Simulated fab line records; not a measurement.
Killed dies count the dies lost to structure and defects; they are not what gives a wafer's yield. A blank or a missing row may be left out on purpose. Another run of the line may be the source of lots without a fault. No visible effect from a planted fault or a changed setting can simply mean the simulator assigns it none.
Matching of chambers / flow sky130 / SKY_CONTACT_CMP_04 on cmp-02: 4 sister chambers
The step polishes SiO2. 17 wafers are shown with their chamber, then 8 later ones without.

WAFERS WITH THEIR CHAMBER
wafer=L440.1; chamber=1; motor-current-A (A)=12.1; time-to-endpoint-s (s)=86
wafer=L440.3; chamber=2; motor-current-A (A)=12.5; time-to-endpoint-s (s)=78
wafer=L440.5; chamber=1; motor-current-A (A)=11.8; time-to-endpoint-s (s)=84
wafer=L444.4; chamber=3; motor-current-A (A)=14.5; time-to-endpoint-s (s)=84
wafer=L450.1; chamber=2; motor-current-A (A)=13.5; time-to-endpoint-s (s)=79
wafer=L450.2; chamber=3; motor-current-A (A)=15.2; time-to-endpoint-s (s)=80
wafer=L450.5; chamber=2; motor-current-A (A)=14.2; time-to-endpoint-s (s)=79
wafer=L453.1; chamber=0; motor-current-A (A)=11.7; time-to-endpoint-s (s)=72
wafer=L453.2; chamber=1; motor-current-A (A)=11.8; time-to-endpoint-s (s)=88
wafer=L453.3; chamber=2; motor-current-A (A)=13.7; time-to-endpoint-s (s)=82
wafer=L454.1; chamber=1; motor-current-A (A)=11.7; time-to-endpoint-s (s)=84
wafer=L454.2; chamber=2; motor-current-A (A)=13.1; time-to-endpoint-s (s)=80
wafer=L454.6; chamber=0; motor-current-A (A)=11.2; time-to-endpoint-s (s)=75
wafer=L455.1; chamber=1; motor-current-A (A)=11.5; time-to-endpoint-s (s)=85
wafer=L455.2; chamber=0; motor-current-A (A)=10.5; time-to-endpoint-s (s)=75
wafer=L455.4; chamber=3; motor-current-A (A)=15.5; time-to-endpoint-s (s)=83
wafer=L456.3; chamber=2; motor-current-A (A)=13.8; time-to-endpoint-s (s)=81

SIGNATURES (averages over the wafers above)
reading=motor-current-A; chamber 0=11.133; chamber 1=11.780; chamber 2=13.467; chamber 3=15.067; scatter within a chamber=0.497
reading=time-to-endpoint-s; chamber 0=74.00; chamber 1=85.40; chamber 2=79.83; chamber 3=82.33; scatter within a chamber=1.68
Rule: distance of a wafer from a chamber = root of the sum over the readings of ((wafer's reading minus chamber's mean) / reading's scatter) squared. The wafer belongs to the nearest chamber; if the next one is less than 2 further off, it can't be placed. The scatter: the root of (the sum of the squares of (reading less its chamber's mean) over the shown wafers, divided by (wafers less chambers)).

WAFERS WITHOUT THEIR CHAMBER
wafer=L456.5; motor-current-A (A)=14.7; time-to-endpoint-s (s)=79
wafer=L456.6; motor-current-A (A)=13.9; time-to-endpoint-s (s)=77
wafer=L457.3; motor-current-A (A)=10.5; time-to-endpoint-s (s)=77
wafer=L457.4; motor-current-A (A)=13.0; time-to-endpoint-s (s)=77
wafer=L457.6; motor-current-A (A)=15.0; time-to-endpoint-s (s)=80
wafer=L459.1; motor-current-A (A)=10.6; time-to-endpoint-s (s)=75
wafer=L459.2; motor-current-A (A)=13.6; time-to-endpoint-s (s)=79
wafer=L459.5; motor-current-A (A)=10.8; time-to-endpoint-s (s)=77

THE CHAMBER EACH PASSED THROUGH
wafer=L456.5; from the rows above=can't be placed: 3 or 2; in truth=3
wafer=L456.6; from the rows above=2; in truth=2
wafer=L457.3; from the rows above=0; in truth=0
wafer=L457.4; from the rows above=2; in truth=2
wafer=L457.6; from the rows above=can't be placed: 3 or 2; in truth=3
wafer=L459.1; from the rows above=0; in truth=0
wafer=L459.2; from the rows above=2; in truth=2
wafer=L459.5; from the rows above=0; in truth=0
Correctly placed: 6 of 8. From these rows, 2 cannot be placed; in 2 the true chamber is one of the candidates. Wrongly placed: 0.
